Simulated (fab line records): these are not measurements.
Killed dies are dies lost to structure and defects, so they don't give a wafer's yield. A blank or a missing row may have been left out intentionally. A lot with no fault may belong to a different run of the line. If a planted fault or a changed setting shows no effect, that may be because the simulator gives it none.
Which tool did it? | flow gf180mcu | Sampling: 13 lots, 39 wafers, 5 of 602 route steps

== WHAT THE GAUGES SHOWED, per wafer ==
GF_NWELL_OVL_MEAS_07. Usual: NWELL_OVL gives 0.4 nm (standard deviation 1.3).
lot  | measured    | on         | NWELL_OVL (nm) | flag
L402 | day 3 06:47 | overlay-01 | 0.0 -0.3 0.0   |
L403 | day 3 14:17 | overlay-01 | 0.1 1.9 1.7    |
L405 | day 4 00:11 | overlay-01 | 2.0 1.6 0.8    |
L406 | day 4 05:50 | overlay-01 | 0.3 0.3 1.4    |
L408 | day 4 15:38 | overlay-02 | 1.0 0.6 0.5    |
L417 | day 6 18:37 | overlay-02 | 1.3 0.9 2.0    |
L418 | day 7 01:01 | overlay-01 | 0.1 1.2 0.4    |
L419 | day 7 03:37 | overlay-02 | -0.6 0.0 -1.0  |
L420 | day 7 10:55 | overlay-02 | -1.8 -0.5 1.1  |
L421 | day 7 15:31 | overlay-01 | 1.2 -0.4 1.6   |
L422 | day 8 00:37 | overlay-02 | 2.8 0.1 0.0    |
L423 | day 8 13:16 | overlay-02 | -2.1 -2.0 -2.5 |
L425 | day 9 02:01 | overlay-02 | -0.3 0.3 0.0   |

GF_MVSD_OVL_MEAS_07. Usual: MVSD_OVL gives 0.4 nm (standard deviation 1.4).
lot  | measured     | on         | MVSD_OVL (nm)  | flag
L402 | day 4 09:52  | overlay-02 | 0.7 1.3 2.2    |
L403 | day 4 18:01  | overlay-01 | -0.5 1.5 0.7   |
L405 | day 5 02:53  | overlay-02 | -1.2 0.1 0.0   |
L406 | day 5 10:10  | overlay-01 | 0.6 1.4 0.3    |
L408 | day 5 19:03  | overlay-02 | -1.7 -0.9 -2.4 |
L417 | day 8 00:28  | overlay-01 | 2.6 0.9 0.5    |
L418 | day 8 08:07  | overlay-02 | 2.7 3.7 2.2    |
L419 | day 8 10:01  | overlay-01 | 0.6 1.1 1.4    |
L420 | day 8 19:22  | overlay-02 | 1.4 0.2 0.5    |
L421 | day 8 23:31  | overlay-02 | 2.5 2.2 2.5    |
L422 | day 9 10:06  | overlay-02 | -0.3 0.9 0.4   |
L423 | day 9 23:52  | overlay-02 | -1.4 -1.1 -1.7 |
L425 | day 10 14:06 | overlay-02 | 0.3 1.1 1.6    |

GF_VT_IMPLANT_RS_MEAS_49: measures by four-point-probe. Usual: MVPSD_RS gives 1169 ohm/sq (standard deviation 3.5).
lot  | measured     | on            | MVPSD_RS (ohm/sq) | flag
L402 | day 7 10:28  | film_metro-03 | 1172 1170 1174    |
L403 | day 7 20:00  | film_metro-02 | 1173 1174 1172    |
L405 | day 8 05:22  | film_metro-03 | 1165 1171 1169    |
L406 | day 8 13:29  | film_metro-02 | 1168 1165 1165    |
L408 | day 8 23:56  | film_metro-04 | 1174 1173 1172    |
L417 | day 11 15:42 | film_metro-03 | 1143 1147 1142    | OFF
L418 | day 12 03:29 | film_metro-04 | 1145 1148 1145    | OFF
L419 | day 12 04:34 | film_metro-04 | 1170 1172 1168    |
L420 | day 12 13:56 | film_metro-03 | 1164 1161 1164    |
L421 | day 12 20:40 | film_metro-02 | 1165 1170 1167    |
L422 | day 13 08:56 | film_metro-02 | 1176 1178 1175    |
L423 | day 14 01:11 | film_metro-03 | 1166 1163 1166    |
L425 | day 14 15:37 | film_metro-02 | 1171 1169 1169    |

== TOOL THAT RAN EACH LOT (tool first, then ch and the chambers of the sampled wafers, then the start) ==
lot  | GF_STI_STRIP_15                     | GF_MVPSD_IMPLANT_08
L402 | plasma_asher-02 ch 0,1, day 2 01:21 | implanter-01 ch 0, day 4 23:40
L403 | plasma_asher-03 ch 0,1, day 2 06:37 | implanter-01 ch 0, day 5 08:29
L405 | plasma_asher-03 ch 0,1, day 2 18:07 | implanter-01 ch 0, day 5 17:37
L406 | plasma_asher-01 ch 0,1, day 2 23:14 | implanter-03 ch 0, day 6 00:53
L408 | plasma_asher-01 ch 0,1, day 3 08:11 | implanter-03 ch 0, day 6 09:43
L417 | plasma_asher-02 ch 0,1, day 5 08:54 | implanter-03 ch 0, day 8 17:07
L418 | plasma_asher-02 ch 0,1, day 5 15:44 | implanter-03 ch 0, day 9 01:29
L419 | plasma_asher-02 ch 0,1, day 5 16:41 | implanter-01 ch 0, day 9 02:43
L420 | plasma_asher-03 ch 0,1, day 6 00:44 | implanter-02 ch 0, day 9 12:14
L421 | plasma_asher-02 ch 0,1, day 6 05:57 | implanter-02 ch 0, day 9 17:17
L422 | plasma_asher-03 ch 0,1, day 6 08:50 | implanter-02 ch 0, day 10 03:55
L423 | plasma_asher-01 ch 0,1, day 6 14:50 | implanter-01 ch 0, day 10 18:43
L425 | plasma_asher-03 ch 0,1, day 7 00:20 | implanter-02 ch 0, day 11 08:14
- GF_STI_STRIP_15: strips in O2/N2.
- GF_MVPSD_IMPLANT_08

== WHAT THE TOOLS THEMSELVES READ (means of the sampled wafers that have a number; where no wafer has one, the mark that the record gives instead) ==
GF_STI_STRIP_15. Usual: drypump_motor_current_A 5.5 A, standard deviation 0.45; heater_power_w 343 W, standard deviation 19; oes_product_au 0.384 a.u., standard deviation 0.005; strip_time_to_endpoint_s 3.72 s, standard deviation 0.038.
lot  | tool            | drypump_motor_current_A (A) | heater_power_w (W) | oes_product_au (a.u.) | strip_time_to_endpoint_s (s) | flag
L402 | plasma_asher-02 | 5.7                         | 362                | 0.385                 | 3.75                         |
L403 | plasma_asher-03 | 5.5                         | 337                | 0.386                 | 3.68                         |
L405 | plasma_asher-03 | 5.8                         | 339                | 0.381                 | 3.70                         |
L406 | plasma_asher-01 | 5.2                         | 328                | 0.377                 | 3.67                         |
L408 | plasma_asher-01 | 5.4                         | 318                | 0.385                 | 3.73                         |
L417 | plasma_asher-02 | 5.7                         | 366                | 0.386                 | 3.68                         |
L418 | plasma_asher-02 | 5.6                         | 367                | 0.383                 | 3.70                         |
L419 | plasma_asher-02 | 5.6                         | 376                | 0.385                 | 3.72                         |
L420 | plasma_asher-03 | 5.8                         | 338                | 0.384                 | 3.74                         |
L421 | plasma_asher-02 | 5.6                         | 372                | 0.383                 | 3.74                         |
L422 | plasma_asher-03 | 5.8                         | 340                | 0.385                 | 3.79                         |
L423 | plasma_asher-01 | 5.1                         | 329                | 0.383                 | 3.70                         |
L425 | plasma_asher-03 | 5.7                         | 339                | 0.383                 | 3.77                         |

GF_MVPSD_IMPLANT_08. Usual: beam_energy_keV reads 170.00 (standard deviation 0.055).
lot  | tool         | beam_energy_keV | flag
L402 | implanter-01 | 169.89          |
L403 | implanter-01 | 170.07          |
L405 | implanter-01 | 169.99          |
L406 | implanter-03 | 170.05          |
L408 | implanter-03 | 170.00          |
L417 | implanter-03 | 192.18          | OFF
L418 | implanter-03 | 192.17          | OFF
L419 | implanter-01 | 169.93          |
L420 | implanter-02 | 170.02          |
L421 | implanter-02 | 169.97          |
L422 | implanter-02 | 170.05          |
L423 | implanter-01 | 170.03          |
L425 | implanter-02 | 170.06          |

== THE ANSWER, worked out from the rows above alone ==
Rule: lot off if the mean of its wafers having a number is beyond 3 standard deviations from the usual mean. Also off: a lot with no number at a reading for which 4 or more lots have one. Any other lot the step has rows for is counted as sound. After the gauges, taken in route order, come the tools' own readings; for these a lot's mean is taken, as printed above. At the first step where some lot is off, the reading lying furthest off is the one used; lots without a number count as furthest.
Off: L417, L418, seen at GF_VT_IMPLANT_RS_MEAS_49 (MVPSD_RS).
If a tool, at a process step before that reading, ran all the lots that are off and no sound lot after the first of them, it fits. The gauges at GF_VT_IMPLANT_RS_MEAS_49 aren't tried: what is off there is off at GF_MVPSD_IMPLANT_08 too, on other tools, and a gauge's error can't cause that. One fits: implanter-03 at GF_MVPSD_IMPLANT_08. A fault onset in the window from L408 (day 6 09:43, its last sound lot) to L417 (day 8 17:07, its first lot off) fits.
On the lots that are off, the tool's own readings at GF_MVPSD_IMPLANT_08 differ by more than 5 times the standard deviation of the sound lots' means, which bears it out; beam_energy_keV reads 192.18 there versus 170.01 on the sound lots.

== WHAT WAS PUT IN BY THE SIMULATOR ==
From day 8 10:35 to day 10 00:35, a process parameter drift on implanter-03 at GF_MVPSD_IMPLANT_08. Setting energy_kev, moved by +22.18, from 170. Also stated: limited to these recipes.
Shown lots that were struck: L417, L418. The rule above found the same.
